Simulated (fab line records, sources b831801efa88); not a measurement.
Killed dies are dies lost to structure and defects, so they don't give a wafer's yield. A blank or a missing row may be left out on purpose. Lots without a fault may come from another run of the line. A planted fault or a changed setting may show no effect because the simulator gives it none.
Which tool did it? | flow sky130 | 12 lots, 36 wafers sampled, at 2 steps of a route of 708

WHAT THE GAUGES READ, wafer by wafer
SKY_SONOS_ONO_THK_MEAS_01.
lot  | measured     | on            | SONOS_ONO_OXIDATION_THK (nm)
L075 | day 11 21:08 | film_metro-02 | 2.53 2.54 2.62
L077 | day 12 11:58 | film_metro-02 | 2.53 2.53 2.52
L079 | day 13 06:31 | film_metro-03 | 2.57 2.54 2.59
L081 | day 14 05:43 | film_metro-02 | 2.68 2.64 2.73
L084 | day 15 04:29 | film_metro-03 | 2.77 2.72 2.66
L085 | day 15 10:40 | film_metro-01 | 2.56 2.53 2.64
L087 | day 15 19:31 | film_metro-02 | 2.61 2.66 2.61
L089 | day 16 18:32 | film_metro-01 | 2.50 2.47 2.49
L091 | day 17 05:29 | film_metro-03 | 2.63 2.67 2.63
L093 | day 17 21:16 | film_metro-03 | 2.62 2.67 2.63
L095 | day 18 14:55 | film_metro-03 | 2.63 2.69 2.61
L097 | day 19 02:10 | film_metro-02 | 2.53 2.54 2.57

WHICH TOOL RAN EACH LOT (tool, then ch and the chambers of the sampled wafers, then the start)
lot  | SKY_NWELL_STRIP_25
L075 | plasma_asher-04 ch 0,1, day 5 11:51
L077 | plasma_asher-03 ch 0, day 6 01:44
L079 | plasma_asher-03 ch 0,1, day 6 13:32
L081 | plasma_asher-04 ch 1, day 7 07:50
L084 | plasma_asher-02 ch 0,1, day 7 23:53
L085 | plasma_asher-04 ch 0, day 8 07:38
L087 | plasma_asher-03 ch 0,1, day 8 14:44
L089 | plasma_asher-02 ch 0,1, day 9 07:21
L091 | plasma_asher-03 ch 0,1, day 9 16:05
L093 | plasma_asher-04 ch 0,1, day 10 03:35
L095 | plasma_asher-02 ch 0, day 10 17:50
L097 | plasma_asher-03 ch 0,1, day 11 02:30
- SKY_NWELL_STRIP_25: strips in O2/N2.

THE ANSWER, worked out from the rows above alone
Rule: what is usual is taken from the lots themselves. Put in order of their means at a reading, lots are off if they are a third of the lots or fewer, leave a main group of 4 or more, and stand apart from it by a gap of 3 or more times the standard deviation of the main group's means; of several such gaps the widest counts. A main group whose means are all the same, to the digits that the tables above print for the reading, isn't used. A lot without any number at a reading at which 4 lots or more have one is off too. The other lots that the step has rows for count as sound.
No lot is off at any reading shown: from this, nothing can be told.

WHAT THE SIMULATOR HAD PUT IN
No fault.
